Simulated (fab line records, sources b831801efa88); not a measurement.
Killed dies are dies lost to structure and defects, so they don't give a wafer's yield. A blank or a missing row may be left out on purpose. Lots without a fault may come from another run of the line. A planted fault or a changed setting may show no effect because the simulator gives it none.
Which tool did it? | flow gf180mcu | 12 lots, 36 wafers sampled, at 1 step of a route of 602

WHAT THE GAUGES READ, wafer by wafer
GF_V1_RS_MEAS_24: measures by four-point-probe.
lot  | measured     | on            | V1_W_RS (ohm/sq)
L075 | day 18 10:07 | film_metro-03 | 0.314 0.315 0.328
L077 | day 19 06:30 | film_metro-02 | 0.326 0.318 0.313
L080 | day 20 14:41 | film_metro-01 | 0.322 0.332 0.323
L081 | day 20 23:53 | film_metro-03 | 0.330 0.327 0.315
L083 | day 21 21:42 | film_metro-01 | 0.327 0.328 0.320
L085 | day 22 16:54 | film_metro-02 | 0.328 0.313 0.326
L087 | day 23 11:23 | film_metro-02 | 0.332 0.315 0.331
L089 | day 24 01:15 | film_metro-03 | 0.331 0.334 0.315
L091 | day 24 18:22 | film_metro-03 | 0.325 0.326 0.313
L094 | day 25 07:15 | film_metro-03 | 0.315 0.316 0.330
L095 | day 25 18:23 | film_metro-03 | 0.326 0.324 0.313
L097 | day 26 08:24 | film_metro-02 | 0.322 0.327 0.325

WHICH TOOL RAN EACH LOT (tool, then ch and the chambers of the sampled wafers, then the start)
The record holds no process step before these readings.

THE ANSWER, worked out from the rows above alone
Rule: what is usual is taken from the lots themselves. Put in order of their means at a reading, lots are off if they are a third of the lots or fewer, leave a main group of 4 or more, and stand apart from it by a gap of 3 or more times the standard deviation of the main group's means; of several such gaps the widest counts. A main group whose means are all the same, to the digits that the tables above print for the reading, isn't used. A lot without any number at a reading at which 4 lots or more have one is off too. The other lots that the step has rows for count as sound.
No lot is off at any reading shown: from this, nothing can be told.

WHAT THE SIMULATOR HAD PUT IN
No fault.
